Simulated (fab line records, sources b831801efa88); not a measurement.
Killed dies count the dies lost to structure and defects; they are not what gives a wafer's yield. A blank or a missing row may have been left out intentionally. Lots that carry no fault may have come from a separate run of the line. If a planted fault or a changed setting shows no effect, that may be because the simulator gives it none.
Chamber matching || flow sky130 || 4 sister chambers for SKY_VIA1_CMP_24 on cmp-01
The step polishes, stops on SiO2, t overpolish 15 s, target thk 0 nm. 4 wafers are shown with their chamber, then 12 later ones without.

== WAFERS WITH THEIR CHAMBER ==
{"wafer": "L086.5", "chamber": 2, "motor-current-A (A)": 10.6}
{"wafer": "L087.6", "chamber": 3, "motor-current-A (A)": 10.9}
{"wafer": "L089.3", "chamber": 0, "motor-current-A (A)": 9.4}
{"wafer": "L089.6", "chamber": 1, "motor-current-A (A)": 10.3}

== WAFERS MISSING THEIR CHAMBER ==
{"wafer": "L091.1", "motor-current-A (A)": 11.0}
{"wafer": "L091.4", "motor-current-A (A)": 9.8}
{"wafer": "L091.5", "motor-current-A (A)": 10.0}
{"wafer": "L092.2", "motor-current-A (A)": 9.4}
{"wafer": "L092.5", "motor-current-A (A)": 10.2}
{"wafer": "L092.6", "motor-current-A (A)": 11.5}
{"wafer": "L095.3", "motor-current-A (A)": 10.9}
{"wafer": "L095.4", "motor-current-A (A)": 9.5}
{"wafer": "L095.5", "motor-current-A (A)": 9.6}
{"wafer": "L097.4", "motor-current-A (A)": 10.5}
{"wafer": "L097.5", "motor-current-A (A)": 10.4}
{"wafer": "L097.6", "motor-current-A (A)": 10.9}

== WHICH CHAMBER EACH ONE RAN IN ==
{"wafer": "L091.1", "from the rows above": "can't be placed: 3 or 2", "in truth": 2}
{"wafer": "L091.4", "from the rows above": "can't be placed: 0 or 1 or 2", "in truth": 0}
{"wafer": "L091.5", "from the rows above": "can't be placed: 1 or 0 or 2", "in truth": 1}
{"wafer": "L092.2", "from the rows above": 0, "in truth": 0}
{"wafer": "L092.5", "from the rows above": "can't be placed: 1 or 2", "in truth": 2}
{"wafer": "L092.6", "from the rows above": "can't be placed: 3 or 2", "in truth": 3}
{"wafer": "L095.3", "from the rows above": "can't be placed: 3 or 2", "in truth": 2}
{"wafer": "L095.4", "from the rows above": 0, "in truth": 0}
{"wafer": "L095.5", "from the rows above": 0, "in truth": 0}
{"wafer": "L097.4", "from the rows above": "can't be placed: 2 or 1 or 3", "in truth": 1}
{"wafer": "L097.5", "from the rows above": "can't be placed: 1 or 2 or 3", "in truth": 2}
{"wafer": "L097.6", "from the rows above": "can't be placed: 3 or 2", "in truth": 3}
3 of 12 placed correctly. Unplaceable from these rows: 9, with the true chamber sitting among the candidates in 9. 0 placed wrongly.
How it was worked out, from the rows above alone: a wafer's distance from a chamber is the root of the sum, over the readings, of the square of ((its reading less the chamber's mean) divided by the reading's scatter). If the next closest chamber is less than 2 further off than the closest, the wafer can't be placed; otherwise it belongs to the closest. For every chamber, the mean is computed from those of its wafers that are shown. The scatter: root of mean squared gap, hidden wafer to nearest shown wafer, with one shown wafer a chamber.
